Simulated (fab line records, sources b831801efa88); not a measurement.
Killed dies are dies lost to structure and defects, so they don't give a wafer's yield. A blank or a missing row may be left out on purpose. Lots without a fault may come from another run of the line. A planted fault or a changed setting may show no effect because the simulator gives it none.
Chamber matching | flow gf180mcu | GF_POLY_GATE_ETCH_12 on rie_diel-02: 4 sister chambers
The step etches BARC in N2/H2. 8 wafers are shown with their chamber, then 10 later ones without.

WAFERS WITH THEIR CHAMBER
wafer  | chamber | throttle_valve_pct (%) | oes_product_au (a.u.)
L078.3 | 0       | 13.218                 | 0.745
L081.1 | 1       | 13.235                 | 0.739
L084.6 | 1       | 13.218                 | 0.739
L090.1 | 3       | 13.217                 | 0.735
L090.3 | 2       | 13.196                 | 0.734
L090.6 | 0       | 13.207                 | 0.732
L091.1 | 2       | 13.216                 | 0.731
L091.2 | 3       | 13.218                 | 0.736

WAFERS WITHOUT THEIR CHAMBER
wafer  | throttle_valve_pct (%) | oes_product_au (a.u.)
L091.5 | 13.226                 | 0.733
L092.3 | 13.206                 | 0.736
L092.5 | 13.203                 | 0.730
L092.6 | 13.224                 | 0.735
L093.1 | 13.215                 | 0.735
L093.2 | 13.218                 | 0.737
L093.5 | 13.202                 | 0.735
L095.2 | 13.215                 | 0.730
L095.4 | 13.214                 | 0.732
L095.5 | 13.204                 | 0.735

WHICH CHAMBER EACH WENT THROUGH
wafer  | from the rows above               | in truth
L091.5 | can't be placed: 3 or 1 or 0 or 2 | 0
L092.3 | can't be placed: 2 or 0 or 3 or 1 | 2
L092.5 | can't be placed: 2 or 3 or 0      | 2
L092.6 | can't be placed: 3 or 1 or 0 or 2 | 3
L093.1 | can't be placed: 3 or 0 or 2 or 1 | 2
L093.2 | can't be placed: 3 or 0 or 1 or 2 | 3
L093.5 | can't be placed: 2 or 0 or 3 or 1 | 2
L095.2 | can't be placed: 2 or 3 or 0 or 1 | 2
L095.4 | can't be placed: 2 or 3 or 0 or 1 | 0
L095.5 | can't be placed: 2 or 0 or 3 or 1 | 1
Placed correctly: 0 of 10. Can't be placed from these rows: 10 (the true chamber is among the candidates in 10). Placed wrongly: 0.
How it was worked out, from the rows above alone: a wafer's distance from a chamber is the root of the sum, over the readings, of the square of ((its reading less the chamber's mean) divided by the reading's scatter). The wafer belongs to the nearest chamber; if the next one is less than 2 further off, it can't be placed. A chamber's mean is the mean of its shown wafers. The scatter: the root of (the sum of the squares of (reading less its chamber's mean) over the shown wafers, divided by (wafers less chambers)).
